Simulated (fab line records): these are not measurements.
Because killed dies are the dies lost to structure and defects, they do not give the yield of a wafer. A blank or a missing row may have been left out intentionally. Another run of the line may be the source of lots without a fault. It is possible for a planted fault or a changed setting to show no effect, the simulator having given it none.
Which tool is to blame? / flow sky130 / Sampling: 10 lots, 30 wafers, 7 of 708 route steps

== WHAT EACH GAUGE READ, for each wafer ==
SKY_POLY_GATE_THK_MEAS_01. Usual: for POLY_GATE_CVD_00_THK the level is 179.9 nm and the standard deviation is 1.6.
lot=L478; measured=day 14 11:42; on=filmMetro-02; POLY_GATE_CVD_00_THK (nm)=180.1 179.9 180.0; flag=
lot=L479; measured=day 14 20:29; on=filmMetro-04; POLY_GATE_CVD_00_THK (nm)=180.6 179.7 180.9; flag=
lot=L481; measured=day 15 12:43; on=filmMetro-02; POLY_GATE_CVD_00_THK (nm)=180.9 180.2 179.0; flag=
lot=L489; measured=day 18 07:29; on=filmMetro-04; POLY_GATE_CVD_00_THK (nm)=181.4 182.1 182.1; flag=
lot=L490; measured=day 18 17:44; on=filmMetro-01; POLY_GATE_CVD_00_THK (nm)=180.1 181.0 180.2; flag=
lot=L493; measured=day 19 15:07; on=filmMetro-04; POLY_GATE_CVD_00_THK (nm)=179.3 179.3 180.5; flag=
lot=L494; measured=day 19 20:32; on=filmMetro-01; POLY_GATE_CVD_00_THK (nm)=178.1 178.7 176.4; flag=
lot=L498; measured=day 21 15:19; on=filmMetro-01; POLY_GATE_CVD_00_THK (nm)=179.6 179.4 179.7; flag=
lot=L499; measured=day 21 21:06; on=filmMetro-02; POLY_GATE_CVD_00_THK (nm)=181.8 181.7 180.7; flag=
lot=L500; measured=day 22 03:53; on=filmMetro-04; POLY_GATE_CVD_00_THK (nm)=180.7 182.8 179.7; flag=

SKY_SD_P_TW_MEAS_11. Usual: for SD_P_TW the level is 2807 and the standard deviation is 22.
lot=L478; measured=day 25 22:18; on=filmMetro-01; SD_P_TW=2811 2817 2823; flag=
lot=L479; measured=day 26 12:08; on=filmMetro-02; SD_P_TW=2826 2812 2835; flag=
lot=L481; measured=day 27 02:12; on=filmMetro-01; SD_P_TW=2828 2841 2835; flag=
lot=L489; measured=day 29 20:00; on=filmMetro-04; SD_P_TW=3018 3006 3007; flag=OFF
lot=L490; measured=day 30 06:45; on=filmMetro-02; SD_P_TW=3027 3050 3050; flag=OFF
lot=L493; measured=day 30 21:02; on=filmMetro-04; SD_P_TW=2768 2778 2770; flag=
lot=L494; measured=day 31 05:09; on=filmMetro-04; SD_P_TW=2748 2783 2776; flag=
lot=L498; measured=day 32 19:34; on=filmMetro-04; SD_P_TW=2845 2829 2841; flag=
lot=L499; measured=day 33 00:34; on=filmMetro-02; SD_P_TW=2811 2809 2790; flag=
lot=L500; measured=day 33 05:57; on=filmMetro-02; SD_P_TW=2796 2805 2798; flag=

SKY_SD_N_RS_MEAS_17: uses a four-point probe to measure. Usual: for SD_P_RS the level is 147.3 ohm/sq and the standard deviation is 0.39.
lot=L478; measured=day 28 09:22; on=filmMetro-04; SD_P_RS (ohm/sq)=147.0 147.7 147.1; flag=
lot=L479; measured=day 28 21:55; on=filmMetro-04; SD_P_RS (ohm/sq)=146.1 146.6 146.7; flag=
lot=L481; measured=day 29 11:24; on=filmMetro-02; SD_P_RS (ohm/sq)=147.2 147.5 147.6; flag=
lot=L489; measured=day 32 03:35; on=filmMetro-04; SD_P_RS (ohm/sq)=128.5 128.5 128.0; flag=OFF
lot=L490; measured=day 32 14:31; on=filmMetro-01; SD_P_RS (ohm/sq)=129.3 129.2 129.2; flag=OFF
lot=L493; measured=day 33 04:16; on=filmMetro-04; SD_P_RS (ohm/sq)=147.9 147.0 146.8; flag=
lot=L494; measured=day 33 12:31; on=filmMetro-01; SD_P_RS (ohm/sq)=147.8 147.8 147.1; flag=
lot=L498; measured=day 35 01:43; on=filmMetro-01; SD_P_RS (ohm/sq)=147.8 147.4 147.5; flag=
lot=L499; measured=day 35 06:38; on=filmMetro-01; SD_P_RS (ohm/sq)=147.2 147.9 146.7; flag=
lot=L500; measured=day 35 12:51; on=filmMetro-01; SD_P_RS (ohm/sq)=147.6 147.6 147.6; flag=

SKY_LI_CONTACT_BOW_MEAS_03. Usual: for LI_CONTACT_BOW the level is 56 um and the standard deviation is 6.3.
lot=L478; measured=day 28 10:05; on=filmMetro-02; LI_CONTACT_BOW (um)=53 56 57; flag=
lot=L479; measured=day 28 22:38; on=filmMetro-04; LI_CONTACT_BOW (um)=61 56 59; flag=
lot=L481; measured=day 29 12:07; on=filmMetro-02; LI_CONTACT_BOW (um)=58 66 49; flag=
lot=L489; measured=day 32 04:21; on=filmMetro-02; LI_CONTACT_BOW (um)=47 43 51; flag=
lot=L490; measured=day 32 15:14; on=filmMetro-04; LI_CONTACT_BOW (um)=58 60 60; flag=
lot=L493; measured=day 33 05:00; on=filmMetro-04; LI_CONTACT_BOW (um)=59 62 51; flag=
lot=L494; measured=day 33 13:26; on=filmMetro-02; LI_CONTACT_BOW (um)=57 68 57; flag=
lot=L498; measured=day 35 02:26; on=filmMetro-02; LI_CONTACT_BOW (um)=55 59 63; flag=
lot=L499; measured=day 35 07:22; on=filmMetro-04; LI_CONTACT_BOW (um)=60 64 57; flag=
lot=L500; measured=day 35 13:38; on=filmMetro-02; LI_CONTACT_BOW (um)=56 52 73; flag=

== WHAT TOOL EACH LOT RAN ON (gives the tool, then ch and the chambers of the sampled wafers, and finally the start) ==
lot=L478; SKY_LDD_LDN_STRIP_12=plasmaAsher-04 ch 0,1, day 23 08:50; SKY_SD_P_IMPLANT_09=implanter-03 ch 0, day 25 22:04; SKY_SD_P_STRIP_10=plasmaAsher-02 ch 0,1, day 25 22:11
lot=L479; SKY_LDD_LDN_STRIP_12=plasmaAsher-03 ch 1, day 23 22:41; SKY_SD_P_IMPLANT_09=implanter-03 ch 0, day 26 11:53; SKY_SD_P_STRIP_10=plasmaAsher-02 ch 1, day 26 12:02
lot=L481; SKY_LDD_LDN_STRIP_12=plasmaAsher-04 ch 0,1, day 24 12:56; SKY_SD_P_IMPLANT_09=implanter-03 ch 0, day 27 01:57; SKY_SD_P_STRIP_10=plasmaAsher-01 ch 0,1, day 27 02:06
lot=L489; SKY_LDD_LDN_STRIP_12=plasmaAsher-03 ch 0, day 27 09:11; SKY_SD_P_IMPLANT_09=implanter-03 ch 0, day 29 19:46; SKY_SD_P_STRIP_10=plasmaAsher-04 ch 0,1, day 29 19:53
lot=L490; SKY_LDD_LDN_STRIP_12=plasmaAsher-02 ch 0,1, day 27 19:59; SKY_SD_P_IMPLANT_09=implanter-03 ch 0, day 30 06:31; SKY_SD_P_STRIP_10=plasmaAsher-01 ch 0,1, day 30 06:38
lot=L493; SKY_LDD_LDN_STRIP_12=plasmaAsher-04 ch 0,1, day 28 11:22; SKY_SD_P_IMPLANT_09=implanter-04 ch 0, day 30 20:50; SKY_SD_P_STRIP_10=plasmaAsher-02 ch 0,1, day 30 20:56
lot=L494; SKY_LDD_LDN_STRIP_12=plasmaAsher-02 ch 0,1, day 28 18:59; SKY_SD_P_IMPLANT_09=implanter-04 ch 0, day 31 04:54; SKY_SD_P_STRIP_10=plasmaAsher-02 ch 1, day 31 05:03
lot=L498; SKY_LDD_LDN_STRIP_12=plasmaAsher-03 ch 0, day 30 09:08; SKY_SD_P_IMPLANT_09=implanter-02 ch 0, day 32 19:20; SKY_SD_P_STRIP_10=plasmaAsher-02 ch 0,1, day 32 19:27
lot=L499; SKY_LDD_LDN_STRIP_12=plasmaAsher-04 ch 0,1, day 30 14:52; SKY_SD_P_IMPLANT_09=implanter-02 ch 0, day 33 00:21; SKY_SD_P_STRIP_10=plasmaAsher-04 ch 0,1, day 33 00:29
lot=L500; SKY_LDD_LDN_STRIP_12=plasmaAsher-02 ch 0,1, day 30 21:53; SKY_SD_P_IMPLANT_09=implanter-02 ch 0, day 33 05:42; SKY_SD_P_STRIP_10=plasmaAsher-01 ch 0,1, day 33 05:51
- SKY_LDD_LDN_STRIP_12: strips in O2/N2.
- SKY_SD_P_IMPLANT_09
- SKY_SD_P_STRIP_10: strips in O2/N2.

== WHAT THE TOOLS THEMSELVES READ (means of the sampled wafers that have a number; where no wafer has one, the mark that the record gives instead) ==
SKY_LDD_LDN_STRIP_12. Usual: drypumpMotorCurrentA 5.6 A, standard deviation 0.55; o2FlowSccm 3001 sccm, standard deviation 8.5; oesProductAu 0.716 a.u., standard deviation 0.0047; stripTimeToEndpointS 14.19 s, standard deviation 0.037.
lot=L478; tool=plasmaAsher-04; drypumpMotorCurrentA (A)=5.2; o2FlowSccm (sccm)=2996; oesProductAu (a.u.)=0.717; stripTimeToEndpointS (s)=14.19; flag=
lot=L479; tool=plasmaAsher-03; drypumpMotorCurrentA (A)=5.9; o2FlowSccm (sccm)=2996; oesProductAu (a.u.)=0.718; stripTimeToEndpointS (s)=14.19; flag=
lot=L481; tool=plasmaAsher-04; drypumpMotorCurrentA (A)=5.7; o2FlowSccm (sccm)=3002; oesProductAu (a.u.)=0.712; stripTimeToEndpointS (s)=14.23; flag=
lot=L489; tool=plasmaAsher-03; drypumpMotorCurrentA (A)=6.1; o2FlowSccm (sccm)=3001; oesProductAu (a.u.)=0.714; stripTimeToEndpointS (s)=14.19; flag=
lot=L490; tool=plasmaAsher-02; drypumpMotorCurrentA (A)=5.2; o2FlowSccm (sccm)=3009; oesProductAu (a.u.)=0.716; stripTimeToEndpointS (s)=14.15; flag=
lot=L493; tool=plasmaAsher-04; drypumpMotorCurrentA (A)=5.7; o2FlowSccm (sccm)=3005; oesProductAu (a.u.)=0.715; stripTimeToEndpointS (s)=14.20; flag=
lot=L494; tool=plasmaAsher-02; drypumpMotorCurrentA (A)=5.1; o2FlowSccm (sccm)=3003; oesProductAu (a.u.)=0.713; stripTimeToEndpointS (s)=14.16; flag=
lot=L498; tool=plasmaAsher-03; drypumpMotorCurrentA (A)=6.1; o2FlowSccm (sccm)=2996; oesProductAu (a.u.)=0.716; stripTimeToEndpointS (s)=14.19; flag=
lot=L499; tool=plasmaAsher-04; drypumpMotorCurrentA (A)=5.7; o2FlowSccm (sccm)=3010; oesProductAu (a.u.)=0.717; stripTimeToEndpointS (s)=14.18; flag=
lot=L500; tool=plasmaAsher-02; drypumpMotorCurrentA (A)=5.2; o2FlowSccm (sccm)=2996; oesProductAu (a.u.)=0.717; stripTimeToEndpointS (s)=14.16; flag=

SKY_SD_P_IMPLANT_09. Usual: beamEnergyKeV at 19.999, with a standard deviation of 0.0067.
lot=L478 tool=implanter-03 beamEnergyKeV=19.992 flag=
lot=L479 tool=implanter-03 beamEnergyKeV=19.998 flag=
lot=L481 tool=implanter-03 beamEnergyKeV=19.999 flag=
lot=L489 tool=implanter-03 beamEnergyKeV=26.331 flag=OFF
lot=L490 tool=implanter-03 beamEnergyKeV=26.330 flag=OFF
lot=L493 tool=implanter-04 beamEnergyKeV=20.008 flag=
lot=L494 tool=implanter-04 beamEnergyKeV=19.999 flag=
lot=L498 tool=implanter-02 beamEnergyKeV=20.000 flag=
lot=L499 tool=implanter-02 beamEnergyKeV=19.997 flag=
lot=L500 tool=implanter-02 beamEnergyKeV=19.996 flag=

SKY_SD_P_STRIP_10. Usual: drypumpMotorCurrentA 5.4 A, standard deviation 0.42; o2FlowSccm 3000 sccm, standard deviation 9.2; oesProductAu 0.618 a.u., standard deviation 0.0048; stripTimeToEndpointS 17.51 s, standard deviation 0.04.
lot=L478; tool=plasmaAsher-02; drypumpMotorCurrentA (A)=5.1; o2FlowSccm (sccm)=3002; oesProductAu (a.u.)=0.615; stripTimeToEndpointS (s)=17.53; flag=
lot=L479; tool=plasmaAsher-02; drypumpMotorCurrentA (A)=5.1; o2FlowSccm (sccm)=3005; oesProductAu (a.u.)=0.611; stripTimeToEndpointS (s)=17.45; flag=
lot=L481; tool=plasmaAsher-01; drypumpMotorCurrentA (A)=5.5; o2FlowSccm (sccm)=3000; oesProductAu (a.u.)=0.621; stripTimeToEndpointS (s)=17.47; flag=
lot=L489; tool=plasmaAsher-04; drypumpMotorCurrentA (A)=5.7; o2FlowSccm (sccm)=3003; oesProductAu (a.u.)=0.597; stripTimeToEndpointS (s)=18.45; flag=OFF
lot=L490; tool=plasmaAsher-01; drypumpMotorCurrentA (A)=5.8; o2FlowSccm (sccm)=3003; oesProductAu (a.u.)=0.601; stripTimeToEndpointS (s)=18.47; flag=OFF
lot=L493; tool=plasmaAsher-02; drypumpMotorCurrentA (A)=5.2; o2FlowSccm (sccm)=2991; oesProductAu (a.u.)=0.619; stripTimeToEndpointS (s)=17.51; flag=
lot=L494; tool=plasmaAsher-02; drypumpMotorCurrentA (A)=5.1; o2FlowSccm (sccm)=2988; oesProductAu (a.u.)=0.615; stripTimeToEndpointS (s)=17.51; flag=
lot=L498; tool=plasmaAsher-02; drypumpMotorCurrentA (A)=5.1; o2FlowSccm (sccm)=3002; oesProductAu (a.u.)=0.616; stripTimeToEndpointS (s)=17.52; flag=
lot=L499; tool=plasmaAsher-04; drypumpMotorCurrentA (A)=5.2; o2FlowSccm (sccm)=2988; oesProductAu (a.u.)=0.620; stripTimeToEndpointS (s)=17.51; flag=
lot=L500; tool=plasmaAsher-01; drypumpMotorCurrentA (A)=5.5; o2FlowSccm (sccm)=2998; oesProductAu (a.u.)=0.620; stripTimeToEndpointS (s)=17.44; flag=

== THE ANSWER, worked out from the rows above alone ==
Rule: take the mean of a lot's wafers that have a number; if it is more than 3 standard deviations from the usual mean, the lot is off. Also off: a lot with no number at a reading for which 4 or more lots have one. All remaining lots with rows at the step are treated as sound. Order of review: gauges by route order, followed by the tools' own readings, for which a lot's mean as printed above is used. The first step at which some lot is off is used, and at that step the reading that is off furthest; a lot without a number counts as furthest.
Off: at SKY_SD_P_TW_MEAS_11 (SD_P_TW), L489, L490.
A tool fits if, at a process step before that reading, it ran every lot that is off, and no sound lot after the first of them. The gauges at SKY_SD_P_TW_MEAS_11 aren't tried: what is off there is off at SKY_SD_P_IMPLANT_09 too, on other tools, and a gauge's error can't cause that. One fits: SKY_SD_P_IMPLANT_09 on implanter-03. A fault onset in the window from L481 (day 27 01:57, its last sound lot) to L489 (day 29 19:46, its first lot off) fits.
On the lots that are off, the tool's own readings at SKY_SD_P_IMPLANT_09 differ by more than 5 times the standard deviation of the sound lots' means, which bears it out; beamEnergyKeV reads 26.331 there versus 19.999 on the sound lots.

== WHAT THE SIMULATOR HAD INSERTED ==
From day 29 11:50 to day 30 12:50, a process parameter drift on implanter-03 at SKY_SD_P_IMPLANT_09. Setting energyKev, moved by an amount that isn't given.
Shown lots that were struck: L489, L490. The rule given above showed the same thing.
